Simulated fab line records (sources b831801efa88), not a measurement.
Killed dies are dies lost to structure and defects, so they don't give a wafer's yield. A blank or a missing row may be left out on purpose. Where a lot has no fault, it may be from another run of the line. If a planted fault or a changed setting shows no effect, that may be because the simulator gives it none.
Chamber matching	flow gf180mcu	GF_V1_CMP_04 on cmp-01 has 4 sister chambers
The step polishes SiO2. 15 wafers are shown with their chamber, then 7 later ones without.

WAFERS, EACH WITH ITS CHAMBER
wafer	chamber	motor-current-A (A)	time-to-endpoint-s (s)	retaining-ring-pressure-frac
L890.1	0	11.5	78	1.003
L890.2	1	11.5	76	0.996
L890.5	3	11.5	81	1.004
L898.2	2	12.0	72	1.005
L898.3	3	11.0	71	1.002
L898.6	2	12.6	76	1.000
L899.3	3	11.4	66	0.992
L899.5	2	11.9	75	0.996
L899.6	3	10.7	69	1.004
L900.2	2	12.7	78	0.999
L900.4	0	10.7	79	0.994
L900.6	1	11.5	77	0.995
L908.3	1	11.1	70	0.998
L908.5	1	11.5	71	1.005
L908.6	2	12.0	74	0.996

SIGNATURES (averages over the wafers above)
reading	chamber 0	chamber 1	chamber 2	chamber 3	scatter within a chamber
motor-current-A	11.100	11.400	12.240	11.150	0.36
time-to-endpoint-s	78.50	73.50	75.00	71.75	4.09
retaining-ring-pressure-frac	0.99850	0.99850	0.99920	1.00050	0.00482
Rule: distance of a wafer from a chamber = root of the sum over the readings of ((wafer's reading minus chamber's mean) / reading's scatter) squared. If the next closest chamber is less than 2 further off than the closest, the wafer can't be placed; otherwise it belongs to the closest. How the scatter is found: for the shown wafers, subtract from each reading the mean of its chamber, square and add these, divide the total by (wafers less chambers), then take the root.

WAFERS WITHOUT THEIR CHAMBER
wafer	motor-current-A (A)	time-to-endpoint-s (s)	retaining-ring-pressure-frac
L909.1	11.2	63	0.997
L911.1	12.8	72	1.002
L911.2	12.0	75	1.006
L911.6	11.6	72	0.997
L912.1	11.4	72	0.991
L912.2	11.0	68	0.995
L912.4	11.2	76	1.006

THE CHAMBER EACH PASSED THROUGH
wafer	from the rows above	in truth
L909.1	can't be placed: 3 or 1 or 0 or 2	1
L911.1	2	2
L911.2	can't be placed: 2 or 1 or 3 or 0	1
L911.6	can't be placed: 1 or 3 or 2 or 0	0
L912.1	can't be placed: 1 or 3 or 0 or 2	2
L912.2	can't be placed: 3 or 1 or 0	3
L912.4	can't be placed: 3 or 0 or 1 or 2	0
Correctly placed: 1 of 7. Can't be placed from these rows: 6 (the true chamber is among the candidates in 6). Wrongly placed: 0.
